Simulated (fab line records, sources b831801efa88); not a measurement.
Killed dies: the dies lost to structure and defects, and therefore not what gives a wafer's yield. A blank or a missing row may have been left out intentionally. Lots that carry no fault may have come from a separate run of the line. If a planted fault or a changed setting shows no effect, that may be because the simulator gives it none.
fab line records	flow sky130
[record] lots = 12	wafers = 36	last_day = 50
route steps=708 shown POLY_CUT@319 SD_P@328 SD_N@352 LI_CONTACT@364 PAD_OPEN@708
lots that met no fault: from a run of the same line without faults
start_h: hours from the record's first day to the start of the lot's first wafer shown	wait_h: hours elapsed since this lot's preceding step	" repeats the value in the row above	L1.1+2: a single row standing in for several wafers	- no value, or no start was given	* or withheld: withheld	< > ~ a bound
route shown NAME@n: NAME is a module with steps in the file, n the number in the route of the first one	usual: mean/standard deviation taken from wafers without a fault	same: alike in all rows	chamber/n: place in a boat	sites: per-site readings	_std_site: how widely they spread, as a standard deviation	_edge_site: the outer-site mean with the inner-site mean subtracted	radius_mm: for every site, how far away it sits from the centre of the wafer	mask NAME#n: copy n	behind: the tool/chamber that last shaped the wafer	hold: why the lot was held/for how many hours/how that ended	device: names the non-switching transistor (n, p or np)	end of line: the route-end tests of the same wafers	a step given without rows: its recipe and nothing more	killed: count of dies lost to structure and defects at first sort (not the wafer's yield)	map: per-die view of a wafer (x killed, . not killed, _ where there is no die)
set.NAME: the setting that was run; set.NAME@STEP: the one run at that earlier step	model.NAME: the simulator's own value behind a step, which no gauge read
one table for each step of the route and one row for each wafer, over a sample of lots
services: a tool's chamber out of use, with start hour (start_h, from the record's first day; less than 0 if before it), hours out, and reason
[[steps]]
[step SKY_POLY_CUT_STRIP_12]
[recipe] chemistry = O2/N2	power_w = 1400	pressure_mtorr = 1500	platen_temp_c = withheld	o2_flow_sccm = 3000	n2_flow_sccm = 300	overash_fraction = 0.5
[usual] drypump_motor_current_A = 5.71/0.27	n2_flow_sccm = 300.0/0.92	o2_flow_sccm = 2999/8.7	oes_product_au = 0.452/0.0043	strip_time_to_endpoint_s = 5.356/0.016
lot.wafer	tool	chamber	start_h	wait_h	drypump_motor_current_A	n2_flow_sccm	o2_flow_sccm	oes_product_au	rf_hours_counter_h	strip_time_to_endpoint_s
L758.2	plasma_asher-04	0	554.07	0.0	5.64	300.1	3011	0.453	12	5.380
L758.4	"	0	"	"	5.60	298.8	2991	0.457	-	5.353
L758.5	"	1	"	"	5.91	299.9	2989	0.445	-	5.336
L759.1	plasma_asher-04	0	571.04	0.0	5.64	300.5	2985	0.460	14	5.384
L759.4	"	0	"	"	5.61	300.1	2986	0.452	-	5.364
L759.6	"	0	"	"	5.65	299.3	2977	0.454	-	5.363
L764.1	plasma_asher-02	0	623.52	0.0	5.57	300.5	2994	0.451	48	5.368
L764.5	"	1	"	"	5.46	299.2	2992	0.453	-	5.342
L764.6	"	0	"	"	5.55	299.2	2994	0.449	-	5.344
L768.1	plasma_asher-01	1	657.10	0.0	5.55	299.5	3011	0.458	82	5.345
L768.3	"	1	"	"	5.56	299.6	3002	0.449	-	5.367
L768.4	"	0	"	"	6.36	299.1	2996	0.453	-	5.334
L770.1	plasma_asher-02	0	667.45	0.0	5.59	302.0	3002	0.453	52	5.403
L770.4	"	1	"	"	5.45	300.3	2988	0.457	-	5.366
L770.6	"	1	"	"	5.44	298.6	2988	0.452	-	5.375
L771.1	plasma_asher-04	0	674.19	0.0	5.63	299.6	3010	0.451	25	5.354
L771.2	"	1	"	"	5.93	300.0	2995	0.451	25	5.351
L771.4	"	1	"	"	5.94	299.1	3014	0.455	-	5.339
L773.3	plasma_asher-02	1	690.48	0.1	5.45	299.1	3002	0.451	-	5.341
L773.5	"	0	"	"	5.58	301.9	3004	0.455	-	5.367
L773.6	"	1	"	"	5.46	298.5	3007	0.450	-	5.358
L775.2	plasma_asher-01	1	700.60	0.1	5.56	299.0	2998	0.452	86	5.375
L775.3	"	0	"	"	6.37	300.2	2988	0.454	-	5.360
L775.6	"	0	"	"	6.35	301.6	2990	0.452	-	5.330
L776.1	plasma_asher-04	0	714.27	0.0	5.65	300.4	3007	0.449	28	5.370
L776.2	"	1	"	"	5.89	299.5	2991	0.449	28	5.370
L776.3	"	0	"	"	5.64	300.0	2992	0.447	-	5.349
L777.1	plasma_asher-01	1	719.92	0.0	5.54	299.0	3002	0.447	89	5.341
L777.3	"	0	"	"	6.34	302.5	3002	0.454	-	5.347
L777.5	"	0	"	"	6.37	302.1	2996	0.458	-	5.344
L779.2	plasma_asher-02	1	735.19	0.0	5.43	300.4	2986	0.447	58	5.400
L779.3	"	0	"	"	5.55	299.6	3006	0.449	-	5.363
L779.6	"	1	"	"	5.43	299.6	3000	0.450	-	5.354
L781.4	plasma_asher-04	1	747.52	0.1	5.94	301.4	3009	0.448	-	5.343
L781.5	"	0	"	"	5.62	300.1	2992	0.457	-	5.350
L781.6	"	1	"	"	5.92	299.6	3006	0.451	-	5.355
[step SKY_SD_P_OVL_MEAS_08]
[usual] SD_P_OVL = 0.1/1.4
lot.wafer	tool	chamber	start_h	wait_h	SD_P_OVL[nm]
L758.2	overlay-01	-	583.46	0.1	-3.0
L758.4	"	-	"	"	-2.3
L758.5	"	-	"	"	-1.2
L759.1	overlay-01	-	600.60	0.1	-0.8
L759.4	"	-	"	"	0.5
L759.6	"	-	"	"	-1.7
L764.1	overlay-01	-	652.92	0.1	-0.7
L764.5	"	-	"	"	-0.7
L764.6	"	-	"	"	0.5
L768.1	overlay-01	-	685.12	0.1	0.2
L768.3	"	-	"	"	-1.2
L768.4	"	-	"	"	-0.2
L770.1	overlay-02	-	696.20	0.1	2.9
L770.4	"	-	"	"	2.4
L770.6	"	-	"	"	1.3
L771.1	overlay-02	-	702.48	0.1	1.0
L771.2	"	-	"	"	2.4
L771.4	"	-	"	"	1.3
L773.3	overlay-01	-	718.26	0.1	1.6
L773.5	"	-	"	"	1.1
L773.6	"	-	"	"	1.3
L775.2	overlay-02	-	728.48	0.1	-0.6
L775.3	"	-	"	"	-0.1
L775.6	"	-	"	"	-0.7
L776.1	overlay-01	-	742.03	0.1	-0.5
L776.2	"	-	"	"	-0.6
L776.3	"	-	"	"	-0.8
L777.1	overlay-02	-	747.18	0.1	0.9
L777.3	"	-	"	"	-0.4
L777.5	"	-	"	"	1.1
L779.2	overlay-01	-	762.41	0.1	-1.6
L779.3	"	-	"	"	-2.9
L779.6	"	-	"	"	-0.4
L781.4	overlay-01	-	773.74	0.1	2.2
L781.5	"	-	"	"	2.6
L781.6	"	-	"	"	0.9
[step SKY_SD_N_IMPLANT_10]
[recipe] species = P	energy_kev = 20	dose_cm2 = 1e+14	tilt_deg = 0
lot.wafer	tool	chamber	start_h	wait_h
L758.2+4+5	implanter-01	0	642.24	0.1
L758.2+4+5	implanter-01	0	642.56	0.3
L759.1+4+6	implanter-01	0	658.96	0.1
L764.1+5+6	implanter-04	0	710.09	0.1
L764.1+5+6	implanter-04	0	710.40	0.3
L768.1+3+4	implanter-02	0	741.51	0.1
L768.1+3+4	implanter-02	0	741.83	0.3
L770.1+4+6	implanter-02	0	752.84	0.1
L771.1+2+4	implanter-04	0	758.16	0.1
L773.3+5+6	implanter-02	0	772.11	0.1
L775.2+3+6	implanter-01	0	782.29	0.1
L776.1+2+3	implanter-02	0	795.16	0.1
L777.1+3+5	implanter-04	0	800.21	0.1
L779.2+3+6	implanter-04	0	816.34	0.1
L781.4+5+6	implanter-04	0	826.41	0.1
[step SKY_SD_N_RS_MEAS_16]
[recipe] thk_meas_gauge = four-point-probe
[usual] SD_N_RS = 68.54/0.11
lot.wafer	tool	chamber	start_h	wait_h	SD_N_RS[ohm/sq]
L758.2	film_metro-04	-	643.08	0.1	65.72
L758.4	"	-	"	"	65.88
L758.5	"	-	"	"	65.88
L758.2	film_metro-04	-	643.37	0.3	65.87
L758.4	"	-	"	"	65.87
L758.5	"	-	"	"	65.92
L759.1	film_metro-01	-	659.50	0.1	68.54
L759.4	"	-	"	"	68.45
L759.6	"	-	"	"	68.46
L764.1	film_metro-01	-	710.99	0.1	65.93
L764.5	"	-	"	"	66.00
L764.6	"	-	"	"	65.86
L764.1	film_metro-01	-	711.28	0.3	65.77
L764.5	"	-	"	"	65.88
L764.6	"	-	"	"	65.93
L768.1	film_metro-01	-	742.50	0.1	65.88
L768.3	"	-	"	"	65.82
L768.4	"	-	"	"	65.94
L768.1	film_metro-01	-	742.86	0.3	65.79
L768.3	"	-	"	"	65.89
L768.4	"	-	"	"	65.82
L770.1	film_metro-03	-	753.37	0.1	68.59
L770.4	"	-	"	"	68.46
L770.6	"	-	"	"	68.51
L771.1	film_metro-01	-	758.70	0.1	68.70
L771.2	"	-	"	"	68.45
L771.4	"	-	"	"	68.49
L773.3	film_metro-04	-	772.64	0.1	68.65
L773.5	"	-	"	"	68.42
L773.6	"	-	"	"	68.58
L775.2	film_metro-01	-	782.82	0.1	68.61
L775.3	"	-	"	"	68.61
L775.6	"	-	"	"	68.64
L776.1	film_metro-04	-	795.70	0.1	68.54
L776.2	"	-	"	"	68.55
L776.3	"	-	"	"	68.52
L777.1	film_metro-01	-	800.75	0.1	68.72
L777.3	"	-	"	"	68.52
L777.5	"	-	"	"	68.40
L779.2	film_metro-01	-	816.87	0.1	68.49
L779.3	"	-	"	"	68.61
L779.6	"	-	"	"	68.41
L781.4	film_metro-01	-	826.93	0.1	68.62
L781.5	"	-	"	"	68.57
L781.6	"	-	"	"	68.48
[step SKY_LI_CONTACT_CMP_02]
[recipe] material = PSG	down_force_psi = 4	platen_rpm = 60	pad_velocity_m_s = 0.94248
[usual] motor_current_A = 11.4/1.2	platen_rpm = 59.99/0.041	time_to_endpoint_s = 32.4/3
lot.wafer	tool	chamber	start_h	wait_h	motor_current_A	platen_rpm	time_to_endpoint_s
L758.4	cmp-02	3	647.75	0.1	9.3	59.96	37.7
L758.2	"	0	"	"	12.7	59.95	29.3
L758.5	"	2	"	"	10.3	59.92	28.2
L759.4	cmp-02	0	660.04	0.0	12.8	59.98	28.8
L759.1	"	3	"	"	10.3	60.03	38.4
L759.6	"	0	"	"	12.5	59.96	29.8
L764.1	cmp-02	1	717.50	0.1	12.8	60.01	31.1
L764.5	"	3	"	"	9.5	59.98	34.8
L764.6	"	0	"	"	12.9	59.97	30.7
L768.3	cmp-02	1	745.58	0.0	13.1	59.92	36.4
L768.1	"	2	"	"	10.6	59.93	33.9
L768.4	"	3	"	"	10.0	59.97	35.5
L770.4	cmp-02	1	753.91	0.0	13.2	59.96	32.2
L770.1	"	3	"	"	9.8	59.98	37.2
L770.6	"	1	"	"	13.9	59.97	36.9
L771.2	cmp-01	0	759.24	0.0	10.8	60.02	31.6
L771.4	"	1	"	"	11.8	59.98	32.0
L771.1	"	2	"	"	10.5	60.01	33.2
L773.3	cmp-01	1	773.29	0.2	10.8	59.96	37.9
L773.6	"	2	"	"	10.9	60.01	37.2
L773.5	"	3	"	"	10.5	60.00	28.0
L775.3	cmp-01	0	783.41	0.1	11.1	59.97	35.2
L775.2	"	2	"	"	10.5	60.01	37.3
L775.6	"	0	"	"	11.6	59.94	34.6
L776.1	cmp-02	0	796.29	0.1	11.8	59.91	30.0
L776.2	"	1	"	"	13.6	59.98	31.0
L776.3	"	2	"	"	10.4	59.92	29.7
L777.1	cmp-01	2	801.34	0.1	10.6	60.06	32.6
L777.3	"	0	"	"	11.4	59.96	31.5
L777.5	"	1	"	"	11.3	60.02	31.6
L779.3	cmp-02	1	817.44	0.1	12.7	59.98	30.4
L779.2	"	2	"	"	11.1	60.05	28.4
L779.6	"	1	"	"	13.5	59.93	33.2
L781.4	cmp-02	3	827.46	0.1	9.8	60.04	34.3
L781.6	"	2	"	"	10.9	60.00	29.8
L781.5	"	3	"	"	9.9	59.97	34.3
[step SKY_PAD_OPEN_PROBE_99]
[usual] killed_at_M0_to_M3 = 43/7.9	killed_at_M4_up = 2.9/1.8	killed_at_contacts = 24/5.5	killed_at_front_end = 15/4.2	killed_at_other = 0.2/0.46	killed_dies = 86/11	killed_open = 47/8.1	killed_short = 39/6.4
[same] gross_dies = 492	killed_at_back_side = 0
lot.wafer	tool	chamber	start_h	wait_h	killed_at_M0_to_M3	killed_at_M4_up	killed_at_contacts	killed_at_front_end	killed_at_other	killed_dies	killed_open	killed_short
L758.2	prober-01	-	1078.05	0.1	28	4	22	11	0	65	36	29
L758.4	prober-01	-	1078.15	0.2	48	3	30	18	0	99	56	43
L758.5	prober-01	-	1078.20	0.2	44	6	24	11	0	85	41	44
L768.1	prober-01	-	1149.33	0.1	44	2	26	14	0	86	51	35
L768.3	prober-01	-	1149.43	0.2	37	0	28	12	0	77	40	37
L768.4	prober-01	-	1149.48	0.2	34	0	20	12	0	66	28	38
L775.2	prober-02	-	1177.13	0.1	37	4	27	19	0	87	46	41
L775.3	prober-02	-	1177.18	0.2	39	3	27	18	0	87	47	40
L775.6	prober-02	-	1177.33	0.2	50	4	19	14	0	87	44	43
L777.1	prober-02	-	1185.08	0.1	54	2	25	19	0	100	46	54
L777.3	prober-02	-	1185.18	0.2	34	6	23	23	0	86	37	49
L777.5	prober-02	-	1185.28	0.2	43	1	21	14	0	79	44	35
L781.4	prober-02	-	1200.81	0.2	41	2	22	16	1	82	38	44
L781.5	prober-02	-	1200.86	0.2	41	1	24	10	0	76	46	30
L781.6	prober-02	-	1200.91	0.2	30	4	23	21	0	78	40	38
// killed by level:class
L758.2 CONTACT:geometric_particle:open=9 VIA1:geometric_particle:open=7 CONTACT:geometric_particle:short=5 LI_CONTACT:geometric_particle:open=4 METAL1:geometric_particle:open=4 VIA1:geometric_particle:short=4 METAL4:geometric_particle:short=4 VIA2:geometric_particle:short=3
L758.4 VIA1:geometric_particle:open=14 CONTACT:geometric_particle:open=12 LI_CONTACT:geometric_particle:open=7 VIA3:geometric_particle:open=7 POLY_GATE:geometric_particle:open=6 LI_CONTACT:geometric_particle:short=5 VIA2:geometric_particle:open=5 VIA1:geometric_particle:short=5
L758.5 VIA1:geometric_particle:open=11 METAL2:geometric_particle:short=8 METAL1:geometric_particle:short=8 CONTACT:geometric_particle:open=7 VIA2:geometric_particle:open=7 LI_CONTACT:geometric_particle:open=5 CONTACT:geometric_particle:short=5 METAL4:geometric_particle:short=5
L768.1 CONTACT:geometric_particle:open=9 VIA1:geometric_particle:open=8 METAL2:geometric_particle:short=8 VIA1:geometric_particle:short=7 VIA3:geometric_particle:open=7 LI_CONTACT:geometric_particle:open=6 VIA2:geometric_particle:open=5 FIELD_ISO:geometric_particle:short=4
L768.3 LI_CONTACT:geometric_particle:open=8 VIA3:geometric_particle:open=8 CONTACT:geometric_particle:open=7 POLY_GATE:geometric_particle:short=6 CONTACT:geometric_particle:short=6 VIA1:geometric_particle:open=6 METAL2:geometric_particle:short=5 LI_CONTACT:geometric_particle:short=4
L768.4 CONTACT:geometric_particle:open=9 METAL2:geometric_particle:short=9 VIA3:geometric_particle:open=6 FIELD_ISO:geometric_particle:short=5 VIA1:geometric_particle:open=5 LOCAL_INTERCONNECT:geometric_particle:short=4 CONTACT:geometric_particle:short=4 METAL1:geometric_particle:short=4
L775.2 CONTACT:geometric_particle:open=11 VIA1:geometric_particle:open=9 VIA1:geometric_particle:short=8 POLY_GATE:geometric_particle:open=5 LI_CONTACT:geometric_particle:open=5 CONTACT:geometric_particle:short=5 METAL2:geometric_particle:short=5 VIA2:geometric_particle:open=5
L775.3 VIA1:geometric_particle:open=9 CONTACT:geometric_particle:open=9 VIA2:geometric_particle:open=7 LOCAL_INTERCONNECT:geometric_particle:short=7 VIA3:geometric_particle:open=6 LI_CONTACT:geometric_particle:open=5 VIA1:geometric_particle:short=5 POLY_GATE:geometric_particle:short=4
L775.6 VIA1:geometric_particle:open=13 METAL1:geometric_particle:short=8 VIA1:geometric_particle:short=8 LI_CONTACT:geometric_particle:open=6 CONTACT:geometric_particle:open=6 FIELD_ISO:geometric_particle:open=5 CONTACT:geometric_particle:short=5 FIELD_ISO:geometric_particle:short=4
L777.1 VIA1:geometric_particle:open=15 LOCAL_INTERCONNECT:geometric_particle:short=7 CONTACT:geometric_particle:open=7 METAL3:geometric_particle:short=7 FIELD_ISO:geometric_particle:open=6 VIA1:geometric_particle:short=6 CONTACT:geometric_particle:short=5 METAL2:geometric_particle:short=5
L777.3 POLY_GATE:geometric_particle:short=8 VIA1:geometric_particle:open=8 METAL2:geometric_particle:short=8 FIELD_ISO:geometric_particle:short=7 LI_CONTACT:geometric_particle:open=7 CONTACT:geometric_particle:open=7 VIA1:geometric_particle:short=4 METAL1:geometric_particle:short=4
L777.5 CONTACT:geometric_particle:open=9 METAL3:geometric_particle:short=7 METAL2:geometric_particle:short=7 FIELD_ISO:geometric_particle:open=6 VIA1:geometric_particle:short=6 VIA1:geometric_particle:open=6 VIA3:geometric_particle:open=6 LI_CONTACT:geometric_particle:open=4
L781.4 VIA1:geometric_particle:open=10 CONTACT:geometric_particle:open=8 METAL1:geometric_particle:short=6 VIA1:geometric_particle:short=6 CONTACT:geometric_particle:short=5 FIELD_ISO:geometric_particle:open=4 FIELD_ISO:geometric_particle:short=4 LOCAL_INTERCONNECT:geometric_particle:short=4
L781.5 CONTACT:geometric_particle:open=11 VIA2:geometric_particle:open=7 VIA1:geometric_particle:open=7 VIA3:geometric_particle:open=6 VIA1:geometric_particle:short=5 LOCAL_INTERCONNECT:geometric_particle:short=5 FIELD_ISO:geometric_particle:open=4 POLY_GATE:geometric_particle:open=4
L781.6 CONTACT:geometric_particle:open=8 POLY_GATE:geometric_particle:short=7 FIELD_ISO:geometric_particle:open=6 LOCAL_INTERCONNECT:geometric_particle:short=6 VIA1:geometric_particle:open=6 LI_CONTACT:geometric_particle:open=5 METAL2:geometric_particle:short=5 METAL1:geometric_particle:short=4
[[services]]
tool	chamber	start_h	hours	kind
implanter-01	-	551.24	1.9	repair
cmp-02	-	557.38	7.8	pm
implanter-02	-	559.42	6.3	pm
cmp-02	-	572.24	4.0	pm
implanter-04	-	577.14	1.7	repair
cmp-01	-	600.20	2.3	repair
implanter-02	-	614.73	2.4	repair
plasma_asher-02	-	624.06	1.2	repair
cmp-01	-	641.08	4.7	pm
implanter-02	-	656.64	3.3	pm
implanter-04	-	672.69	0.7	repair
cmp-02	-	678.60	5.5	repair
cmp-01	-	681.61	1.5	repair
implanter-04	-	683.54	3.3	pm
cmp-02	-	684.07	3.2	pm
plasma_asher-04	-	699.34	7.2	repair
plasma_asher-02	-	709.55	15.6	pm
implanter-02	-	715.91	0.5	repair
cmp-01	-	744.00	4.0	pm
cmp-01	-	750.27	3.1	repair
implanter-01	-	758.62	5.9	repair
cmp-01	-	784.90	1.9	repair
plasma_asher-02	-	804.10	0.6	repair
plasma_asher-02	-	825.14	4.0	pm
[[key]]
[first_sign] step = SKY_SD_N_IMPLANT_10	reading = visit	direction = added
[effect] step = SKY_SD_N_RS_MEAS_16	reading = visit	direction = added
[effect] step = SKY_SD_N_RS_MEAS_16	reading = SD_N_RS	direction = down	sigmas = 24	usual = 68.54	struck = 65.88
met_at SKY_SD_N_IMPLANT_10
struck_lots L758,L764,L768
tester_left_out L758,L764,L768
not_acting_at SKY_POLY_CUT_STRIP_12,SKY_SD_P_OVL_MEAS_08,SKY_LI_CONTACT_CMP_02
[fault] kind = repeated_step_whole	tool = implanter-01,implanter-02,implanter-04	chamber = -	onset_h = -	steps = SKY_SD_N_IMPLANT_10	times = 1	scope = struck_lots_only
// tester_left_out: of these lots the tester's yield and bins aren't shown, on N5 and GAA mostly nor the transistor test; their killed dies are dies lost to structure and defects alone, not to doping, threshold or leakage, so they don't give the yield
